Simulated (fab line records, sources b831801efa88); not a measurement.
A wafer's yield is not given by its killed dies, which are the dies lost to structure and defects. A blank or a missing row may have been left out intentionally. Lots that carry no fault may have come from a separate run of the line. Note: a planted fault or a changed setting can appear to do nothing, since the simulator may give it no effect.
A struck lot beside a sound one	flow sky130	15 out of 708 route steps
Sound: the wafers L908.1, L908.4, L908.5. The struck wafers were L920.1, L920.3, L920.5. At the end, the cause is stated.
Per side, at each step with rows, come the tool, then ch with its chambers, and then its first start. Under that, the readings that differ: sound wafers	struck wafers	difference of the means	sigmas: that difference in standard deviations of wafers without a fault.
alike: a reading whose means differ by less than 2 such deviations, as well as words and numbers matching on both sides. not compared: withheld readings; readings where some wafer has no value; bounds like >300 that might hide an equal value; numbers whose values overlap and for which the record gives no deviation.
Wherever a step has rows on one side only, a row that says differs or no value, or a row with sigmas, the two part there. Numbers that have no deviation but don't overlap get no sigmas and don't part them. A reading missing from all wafers of one side parts the sides only when that side holds two or more wafers.

first, 7 steps without rows for these wafers: SKY_METAL4_HMDS_06 (prime time 60 s); SKY_METAL4_COAT_07 (resist thk 60 nm); SKY_METAL4_COAT_08 (resist thk 1140 nm); SKY_METAL4_SOFTBAKE_09 (time 90 s); SKY_METAL4_EXPOSE_10 (exposes mask MM4, target cd 300 nm); SKY_METAL4_PEB_11; SKY_METAL4_DEVELOP_12 (develop time 60 s).
SKY_METAL4_CD_MEAS_13: the cd target is 300 nm.
  struck on cd_sem-01, day 45 07:58; sound on cd_sem-02, day 42 06:21
  alike: cd_nm
SKY_METAL4_OVL_MEAS_14:
  struck on overlay-02, day 45 08:05; sound on overlay-02, day 42 06:28
  alike: METAL4_OVL
SKY_METAL4_DESCUM_15: chemistry O2, time 8 s.
  sound on rie_metal-03 ch 0,1, day 42 06:31; struck on rie_metal-03 ch 0,1, day 45 08:07
  alike: drypump_motor_current_A, oes_product_au
  not compared: rf_hours_counter_h
SKY_METAL4_ETCH_16: etches BARC in N2/H2, stops on SiO2, time 88.2 s, target depth 60 nm.
  sound on rie_metal-03 ch 0,1, day 42 06:32; struck on rie_metal-03 ch 0,1, day 45 08:09
  alike: bias_w, drypump_motor_current_A, h2_flow_sccm, oes_product_au, throttle_valve_pct
  not compared: rf_hours_counter_h
SKY_METAL4_ETCH_17: etches SiO2 in C4F8/O2/Ar, stops on TiN, time 3.9 s, target depth 15 nm.
  sound on rie_diel-02 ch 1,2,3, day 42 06:38; struck on rie_diel-02 ch 1,2, day 45 08:14
  alike: bias_w, oes_product_au
  not compared: rf_hours_counter_h
SKY_METAL4_METAL_ETCH_18: etches the open film in Cl2/BCl3, stops on SiO2, target depth 845 nm, time 183.1 s.
  sound on rie_metal-04 ch 0,1, day 42 06:39; struck on rie_metal-04 ch 1, day 45 08:16
reading	sound	struck	difference	sigmas
bias_w (W)	48.56 48.29 48.18	50.81 50.83 50.87	+2.49	+18
  alike: drypump_motor_current_A, oes_product_au, throttle_valve_pct
  not compared: rf_hours_counter_h
SKY_METAL4_STRIP_19: strips in O2/N2.
  sound on plasma_asher-03 ch 0, day 42 06:50; struck on plasma_asher-04 ch 0,1, day 45 08:37
reading	sound	struck	difference	sigmas
oes_product_au (a.u.)	0.506 0.508 0.509	0.496 0.499 0.495	-0.011	-2
strip_time_to_endpoint_s (s)	6.52 6.61 6.58	6.40 6.36 6.39	-0.19	-3
  alike: drypump_motor_current_A
  not compared: rf_hours_counter_h
-- the record jumps here: 4 days lie between the struck wafers' starts before and after (it left off in module METAL4 and takes up again in module PAD_OPEN, whose first step shown is number 708 of the route) --
SKY_PAD_OPEN_PROBE_99:
  struck on prober-02, day 48 22:34; sound on prober-01, day 46 06:13
  alike: defect_limited_yield, killed_at_M0_to_M3, killed_at_M4_up, killed_at_contacts, killed_at_front_end, killed_at_other, killed_dies, killed_open, killed_short, sort_bin_3_pad_short, sort_bin_5_function, sort_bin_6_memory, sort_n_pass, sort_yield_pct

## WHERE THEY PART
At SKY_METAL4_METAL_ETCH_18 first; at SKY_METAL4_STRIP_19 last (within this record only). Later steps at which nothing parts them and some readings are alike: SKY_PAD_OPEN_PROBE_99.

WHY: what had been put in by the simulator
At SKY_METAL4_METAL_ETCH_18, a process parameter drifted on rie_metal-04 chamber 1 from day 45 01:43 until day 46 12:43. Setting bias_w shifted by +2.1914 from 48.5. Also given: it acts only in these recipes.
